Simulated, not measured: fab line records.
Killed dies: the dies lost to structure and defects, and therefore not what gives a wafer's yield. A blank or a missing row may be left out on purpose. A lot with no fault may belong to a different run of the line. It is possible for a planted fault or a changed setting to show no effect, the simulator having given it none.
Struck lot and sound lot, side by side :: flow gf180mcu :: 15 steps out of a route of 602
Sound: the wafers L409.2, L409.3, L409.4. Wafers struck: L410.2, L410.4, L410.6. The cause is given at the end.
For every step that has rows: the tool of each side, followed by ch and its chambers, followed by its first start. Under that, the readings that differ: sound wafers :: struck wafers :: difference of the means :: sigmas: that difference in standard deviations of wafers without a fault.
alike: words and numbers the same on both sides, and readings whose means are apart by under 2 such deviations; not compared: readings that were withheld, readings missing a value for some wafer, numbers with overlapping values and no deviation given by the record, and bounds like >300 which may hide the same value.
Wherever a step has rows on one side only, a row that says differs or no value, or a row with sigmas, the two part there. Non-overlapping numbers with no deviation appear without sigmas and do not part them. A reading that every wafer of one side lacks parts them only if that side has two wafers or more.

GF_MIM_SPUTTER_07: material TiN, target thk 60 nm, time 50 s.
  sound: pvdSputter-04 at day 28 08:11; struck: pvdSputter-04 at day 28 12:47
  alike: throttleValvePct
GF_MIM_SPUTTER_08: material AlCu, target thk 200 nm, time 10.6 s.
  sound: pvdSputter-04 at day 28 08:14; struck: pvdSputter-04 at day 28 12:50
  alike: throttleValvePct
GF_MIM_SPUTTER_09: material TiN, target thk 35 nm, time 29.2 s.
  sound: pvdSputter-04 at day 28 08:16; struck: pvdSputter-04 at day 28 12:52
  alike: throttleValvePct
GF_MIM_RS_MEAS_10: uses a four-point probe to measure.
  sound: filmMetro-04 at day 28 08:19; struck: filmMetro-04 at day 28 12:55
  alike: MIM_ALCU_RS
GF_MIM_THK_MEAS_11: measures by xrf.
  sound: filmMetro-04 at day 28 08:25; struck: filmMetro-04 at day 28 13:01
  alike: MIM_ALCU_THK
then, 7 steps without rows for these wafers: GF_MIM_DEHYDRATE_12 (time 60 s); GF_MIM_HMDS_13 (prime time 60 s); GF_MIM_COAT_14 (resist thk 1000 nm); GF_MIM_SOFTBAKE_15 (time 60 s); GF_MIM_EXPOSE_16 (exposes mask FuseTop, target cd 2000 nm); GF_MIM_PEB_17; GF_MIM_DEVELOP_18 (develop time 60 s).
GF_MIM_METAL_ETCH_19: etches the open film in Cl2/BCl3, stops on Si3N4, target depth 324.5 nm, time 54.1 s.
  sound on rieMetal-01 ch 0,1, day 29 02:46; struck on rieMetal-03 ch 0,1, day 29 07:35
  no value came back on the struck wafers for any of 6 readings (bcl3FlowSccm (sccm), biasW (W) and others); on the sound wafers bcl3FlowSccm (sccm) reads 40.11 40.06 39.88
reading: model.NOVOLAK_of_MIM_COAT_14.thkNm (nm)
sound: 869.1 871 865.8
struck: 1000 1004 997.2
difference: +132
sigmas: 
  not compared: rfHoursCounterH
GF_MIM_STRIP_20: strips in O2/N2.
  sound on plasmaAsher-04 ch 0,1, day 29 02:50; struck on plasmaAsher-04 ch 0, day 29 07:40
reading: oesProductAu (a.u.)
sound: 0.693 0.693 0.700
struck: 0.710 0.720 0.714
difference: +0.019
sigmas: +4

reading: stripTimeToEndpointS (s)
sound: 11.22 11.22 11.17
struck: 12.63 12.67 12.61
difference: +1.43
sigmas: +28
  alike: chamberPressureMTorr, drypumpMotorCurrentA, heaterPowerW
  not compared: rfHoursCounterH
then, 1 step without rows for these wafers: GF_MIM_STRIP_21 (strips in post etch residue remover, time 1200 s).

WHERE THEY PART
Earliest at GF_MIM_METAL_ETCH_19; latest, in this record, at GF_MIM_STRIP_20.

WHY: the cause the simulator had injected
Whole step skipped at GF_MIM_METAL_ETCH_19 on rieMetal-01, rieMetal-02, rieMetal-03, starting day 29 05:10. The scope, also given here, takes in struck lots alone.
